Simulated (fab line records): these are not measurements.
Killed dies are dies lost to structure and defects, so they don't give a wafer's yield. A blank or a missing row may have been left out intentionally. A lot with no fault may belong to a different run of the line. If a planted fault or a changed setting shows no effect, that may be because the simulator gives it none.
fab line records	flow gf180mcu
record: lots: 13	wafers: 39	last-day: 34
route steps=602 shown SALICIDE@280 M1@332 M2@368 M3@411
lots with no fault: from the same line, run without faults
start-h: the number of hours between the record's first day and the start of the first shown wafer of the lot	wait-h: hours from the lot's prior step to this one	" as in the row above	L1.1+2: one row covering several wafers at once	- no value, or no start was given	* or withheld: withheld	< > ~ a bound
route shown NAME@n: NAME is a module with steps in the file, n the number in the route of the first one	usual: mean and standard deviation over wafers with no fault	same: alike in all rows	chamber/n: place in a boat	sites: readings site by site	_std_site: how widely they spread, as a standard deviation	_edge_site: inner sites' mean taken away from outer sites' mean	radius-mm: for every site, how far away it sits from the centre of the wafer	mask NAME#n: copy n	behind: the most recent tool/chamber to have shaped the wafer	hold: what put the lot on hold/how long, in hours/how the hold closed	device: the n, p or np transistor that did not switch	end of line: tests run on the same wafers once the route is complete	a step given without rows: its recipe and nothing more	killed: dies that structure and defects cost at the first sort, which is not the same as the wafer's yield	map: dies across one wafer; x = killed, . = not, _ = none there
set.NAME: setting as actually run; set.NAME@STEP: the setting as run at that earlier step	model.NAME: the simulator's own value behind a step, which no gauge read
a sample of lots followed through the steps of the route, with each step as a table and each wafer as a row
services: when a tool's chamber went out of use (start-h, in hours from the record's first day, below 0 if earlier), for how many hours, and the reason
== steps ==
step: GF_SALICIDE_SPUTTER_02
recipe: material: Co	target-thk-nm: 10	power-w: 1000	time-s: 20	chamber-pressure-pa: 0.4
usual: chamber-pressure-pa: 0.4000/0.00075	throttle-valve-pct: 29.6/0.93
same: time-s: 20
lot.wafer	tool	chamber	start-h	wait-h	chamber-pressure-pa	throttle-valve-pct
L302.2	pvd-sputter-02	-	331.28	0.0	0.4003	27.8
L302.4	"	-	"	"	0.3993	29.3
L302.6	"	-	"	"	0.4010	29.2
L303.2	pvd-sputter-03	-	344.28	0.0	0.3988	30.4
L303.3	"	-	"	"	0.3996	30.4
L303.6	"	-	"	"	0.4006	30.1
L304.1	pvd-sputter-04	-	346.79	0.0	0.4002	27.8
L304.2	"	-	"	"	0.3999	28.6
L304.5	"	-	"	"	0.4003	28.4
L305.1	pvd-sputter-03	-	356.85	0.0	0.3980	30.4
L305.4	"	-	"	"	0.4004	30.2
L305.6	"	-	"	"	0.3989	30.2
L311.2	pvd-sputter-02	-	415.56	0.0	0.3988	27.9
L311.3	"	-	"	"	0.3994	29.4
L311.4	"	-	"	"	0.4119	29.6
L313.1	pvd-sputter-02	-	437.75	0.0	0.4127	29.4
L313.2	"	-	"	"	0.4001	29.5
L313.5	"	-	"	"	0.4007	29.1
L314.3	pvd-sputter-03	-	439.73	0.0	0.3996	30.3
L314.4	"	-	"	"	0.4011	30.2
L314.5	"	-	"	"	0.4000	30.2
L317.1	pvd-sputter-03	-	476.31	0.0	0.4003	30.4
L317.5	"	-	"	"	0.3995	30.3
L317.6	"	-	"	"	0.3995	30.2
L318.2	pvd-sputter-02	-	490.86	0.0	0.4009	29.1
L318.3	"	-	"	"	0.3997	29.4
L318.5	"	-	"	"	0.3998	29.2
L319.2	pvd-sputter-04	-	505.84	0.0	0.3995	28.6
L319.4	"	-	"	"	0.3994	31.2
L319.6	"	-	"	"	0.3995	27.8
L320.2	pvd-sputter-02	-	508.86	0.0	0.3991	29.1
L320.4	"	-	"	"	0.4008	28.0
L320.6	"	-	"	"	0.3994	29.7
L322.2	pvd-sputter-04	-	516.61	0.0	0.3994	28.4
L322.4	"	-	"	"	0.4001	31.0
L322.5	"	-	"	"	0.3995	31.0
L325.1	pvd-sputter-02	-	539.76	0.0	0.3995	29.1
L325.3	"	-	"	"	0.3997	29.9
L325.5	"	-	"	"	0.4002	29.0
step: GF_M1_STRIP_17
recipe: chemistry: O2/N2	power-w: 1400	pressure-mtorr: 1500	platen-temp-c: 250	o2-flow-sccm: 3000	n2-flow-sccm: 300	overash-fraction: 0.5
usual: chamber-pressure-mTorr: 1499.8/1.3	drypump-motor-current-A: 5.9/0.35	heater-power-w: 346/32	oes-product-au: 0.531/0.0047	strip-time-to-endpoint-s: 7.23/0.054
same: overash-fraction: 0.5
lot.wafer	tool	chamber	start-h	wait-h	chamber-pressure-mTorr	drypump-motor-current-A	heater-power-w	oes-product-au	rf-hours-counter-h	strip-time-to-endpoint-s
L302.2	plasma-asher-02	1	378.28	0.1	1500.7	6.1	315	0.527	27	7.20
L302.4	"	0	"	"	1499.6	5.9	308	0.534	-	7.22
L302.6	"	0	"	"	1498.2	5.9	310	0.541	-	7.25
L303.2	plasma-asher-04	1	391.68	0.1	1498.6	6.1	327	0.528	75	7.21
L303.3	"	1	"	"	1501.9	6.1	318	0.533	-	7.21
L303.6	"	0	"	"	1499.9	6.2	406	0.529	-	7.14
L304.1	plasma-asher-03	0	394.83	0.1	1497.8	5.4	363	0.530	59	7.33
L304.2	"	1	"	"	1500.4	6.1	334	0.534	59	7.26
L304.5	"	0	"	"	1499.1	5.3	370	0.529	-	7.29
L305.1	plasma-asher-03	1	404.78	0.1	1498.7	6.1	329	0.531	59	7.28
L305.4	"	1	"	"	1499.7	6.1	330	0.531	-	7.28
L305.6	"	1	"	"	1500.0	6.1	335	0.537	-	7.28
L311.2	plasma-asher-02	0	467.53	0.1	1499.8	5.9	310	0.535	37	7.32
L311.3	"	0	"	"	1501.0	5.9	312	0.526	-	7.20
L311.4	"	1	"	"	1497.0	6.1	311	0.537	-	7.28
L313.1	plasma-asher-03	0	489.50	0.1	1501.3	5.3	359	0.532	68	7.25
L313.2	"	1	"	"	1498.6	6.1	336	0.526	68	7.16
L313.5	"	0	"	"	1498.1	5.3	363	0.521	-	7.20
L314.3	plasma-asher-02	0	491.28	0.1	1498.2	5.9	317	0.529	-	7.21
L314.4	"	1	"	"	1497.7	6.1	308	0.526	-	7.29
L314.5	"	1	"	"	1498.7	6.1	309	0.533	-	7.23
L317.1	plasma-asher-03	0	526.03	0.1	1498.7	5.3	347	0.519	72	7.17
L317.5	"	1	"	"	1497.4	6.1	335	0.535	-	7.28
L317.6	"	0	"	"	1500.1	5.3	353	0.523	-	7.19
L318.2	plasma-asher-04	1	540.63	0.2	1499.8	6.1	325	0.536	91	7.20
L318.3	"	0	"	"	1500.4	6.2	418	0.525	-	7.22
L318.5	"	1	"	"	1501.6	6.0	318	0.528	-	7.19
L319.2	plasma-asher-03	0	552.88	0.1	1500.6	5.3	365	0.520	75	7.18
L319.4	"	0	"	"	1499.9	5.3	363	0.529	-	7.20
L319.6	"	1	"	"	1497.2	6.1	330	0.537	-	7.15
L320.2	plasma-asher-04	0	557.58	0.1	1500.9	6.3	398	0.530	92	7.26
L320.4	"	0	"	"	1500.2	6.3	410	0.529	-	7.21
L320.6	"	0	"	"	1500.4	6.2	425	0.525	-	7.24
L322.2	plasma-asher-03	1	565.03	0.1	1500.6	6.1	337	0.529	76	7.24
L322.4	"	0	"	"	1499.7	5.3	361	0.528	-	7.21
L322.5	"	0	"	"	1500.9	5.3	356	0.534	-	7.16
L325.1	plasma-asher-03	1	586.38	0.1	1500.0	6.1	325	0.532	79	7.25
L325.3	"	1	"	"	1498.1	6.0	343	0.526	-	7.26
L325.5	"	0	"	"	1500.7	5.3	362	0.532	-	7.27
step: GF_M2_THK_MEAS_06
recipe: thk-meas-gauge: xrf	reads: AlCu_of_M2_SPUTTER_02
usual: M2_ALCU_THK: 448/5.2
lot.wafer	tool	chamber	start-h	wait-h	M2_ALCU_THK[nm]
L302.2	film-metro-03	-	404.66	0.1	441
L302.4	"	-	"	"	435
L302.6	"	-	"	"	439
L303.2	film-metro-01	-	417.99	0.1	437
L303.3	"	-	"	"	437
L303.6	"	-	"	"	444
L304.1	film-metro-03	-	421.49	0.1	451
L304.2	"	-	"	"	450
L304.5	"	-	"	"	450
L305.1	film-metro-01	-	431.76	0.1	446
L305.4	"	-	"	"	438
L305.6	"	-	"	"	444
L311.2	film-metro-01	-	494.30	0.1	452
L311.3	"	-	"	"	448
L311.4	"	-	"	"	453
L313.1	film-metro-01	-	515.59	0.1	452
L313.2	"	-	"	"	450
L313.5	"	-	"	"	452
L314.3	film-metro-02	-	517.46	0.1	453
L314.4	"	-	"	"	451
L314.5	"	-	"	"	457
L317.1	film-metro-02	-	551.73	0.1	448
L317.5	"	-	"	"	447
L317.6	"	-	"	"	443
L318.2	film-metro-03	-	565.78	0.1	455
L318.3	"	-	"	"	454
L318.5	"	-	"	"	458
L319.2	film-metro-03	-	577.15	0.1	444
L319.4	"	-	"	"	445
L319.6	"	-	"	"	450
L320.2	film-metro-02	-	582.14	0.1	456
L320.4	"	-	"	"	448
L320.6	"	-	"	"	449
L322.2	film-metro-03	-	589.03	0.1	450
L322.4	"	-	"	"	450
L322.5	"	-	"	"	449
L325.1	film-metro-03	-	610.73	0.1	456
L325.3	"	-	"	"	454
L325.5	"	-	"	"	452
step: GF_M3_SPUTTER_02
recipe: material: AlCu	target-thk-nm: 450	power-w: 10600	time-s: 23.9	chamber-pressure-pa: 0.4
usual: chamber-pressure-pa: 0.3999/0.00076	throttle-valve-pct: 29.3/1.1
same: time-s: 23.9
lot.wafer	tool	chamber	start-h	wait-h	chamber-pressure-pa	throttle-valve-pct
L302.2	pvd-sputter-04	-	454.44	0.0	0.3997	28.6
L302.4	"	-	"	"	0.4017	27.9
L302.6	"	-	"	"	0.4008	28.0
L303.2	pvd-sputter-04	-	469.74	0.0	0.3992	28.5
L303.3	"	-	"	"	0.3989	27.8
L303.6	"	-	"	"	0.3985	27.9
L304.1	pvd-sputter-04	-	472.97	0.0	0.4010	28.5
L304.2	"	-	"	"	0.4003	31.4
L304.5	"	-	"	"	0.3988	27.7
L305.1	pvd-sputter-01	-	483.87	0.0	0.3995	29.0
L305.4	"	-	"	"	0.4000	28.4
L305.6	"	-	"	"	0.3990	30.6
L311.2	pvd-sputter-01	-	542.84	0.0	0.4006	28.5
L311.3	"	-	"	"	0.4000	30.7
L311.4	"	-	"	"	0.4000	29.1
L313.1	pvd-sputter-02	-	564.08	0.0	0.4005	30.2
L313.2	"	-	"	"	0.4000	27.9
L313.5	"	-	"	"	0.3992	27.8
L314.3	pvd-sputter-02	-	565.12	0.0	0.4004	29.7
L314.4	"	-	"	"	0.4012	28.0
L314.5	"	-	"	"	0.4011	29.0
L317.1	pvd-sputter-01	-	597.26	0.0	0.3993	31.1
L317.5	"	-	"	"	0.4002	30.8
L317.6	"	-	"	"	0.4012	30.9
L318.2	pvd-sputter-04	-	611.31	0.0	0.3991	28.0
L318.3	"	-	"	"	0.3994	30.9
L318.5	"	-	"	"	0.3993	28.8
L319.2	pvd-sputter-04	-	622.23	0.0	0.3994	28.5
L319.4	"	-	"	"	0.3993	31.1
L319.6	"	-	"	"	0.4001	31.2
L320.2	pvd-sputter-02	-	627.19	0.0	0.4000	30.2
L320.4	"	-	"	"	0.4009	29.3
L320.6	"	-	"	"	0.4000	29.0
L322.2	pvd-sputter-01	-	634.00	0.0	0.3994	28.7
L322.4	"	-	"	"	0.3993	31.2
L322.5	"	-	"	"	0.4009	28.6
L325.1	pvd-sputter-04	-	653.18	0.0	0.3993	31.2
L325.3	"	-	"	"	0.3993	28.8
L325.5	"	-	"	"	0.3990	30.8
== services ==
tool	chamber	start-h	hours	kind
pvd-sputter-01	-	309.95	5.5	repair
plasma-asher-04	-	317.19	0.8	repair
pvd-sputter-04	-	344.46	1.6	repair
pvd-sputter-02	-	345.59	2.9	repair
pvd-sputter-03	-	357.68	8.5	repair
plasma-asher-04	-	372.44	2.8	pm
plasma-asher-02	-	380.25	4.2	repair
pvd-sputter-01	-	399.57	2.4	repair
pvd-sputter-02	-	448.25	4.5	repair
pvd-sputter-02	-	453.21	4.3	repair
plasma-asher-03	-	467.62	5.3	repair
pvd-sputter-02	-	499.35	1.5	repair
plasma-asher-03	-	514.53	1.3	repair
pvd-sputter-01	-	515.26	2.6	repair
plasma-asher-04	-	524.14	3.7	repair
pvd-sputter-04	-	552.83	0.6	repair
pvd-sputter-04	-	579.72	5.8	repair
plasma-asher-03	-	599.94	0.8	repair
plasma-asher-03	-	603.95	2.8	pm
pvd-sputter-01	-	608.71	7.4	repair
pvd-sputter-04	-	618.03	2.0	repair
pvd-sputter-01	-	647.86	1.0	repair
== key ==
first-sign: step: GF_SALICIDE_SPUTTER_02	reading: chamber-pressure-pa	direction: up	sigmas: 16	usual: 0.4000	struck: 0.4123
effect none on later readings
met-at GF_SALICIDE_SPUTTER_02
struck-lots L311,L313
struck-wafers L311.4,L313.1
tester-left-out L311,L313
not-acting-at GF_M1_STRIP_17,GF_M2_THK_MEAS_06,GF_M3_SPUTTER_02
fault: kind: process-parameter-drift	tool: pvd-sputter-02	chamber: -	onset-h: 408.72	steps: GF_SALICIDE_SPUTTER_02	channel: chamber-pressure-pa	offset: 0.012004	shape: step	end-h: 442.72	acts-in: these-recipes-only	stated: 0.4	scope: struck-wafers-only
tester-left-out: of these lots the tester's yield and bins aren't shown, on N5 and GAA mostly nor the transistor test; their killed dies are dies lost to structure and defects alone, not to doping, threshold or leakage, so they don't give the yield
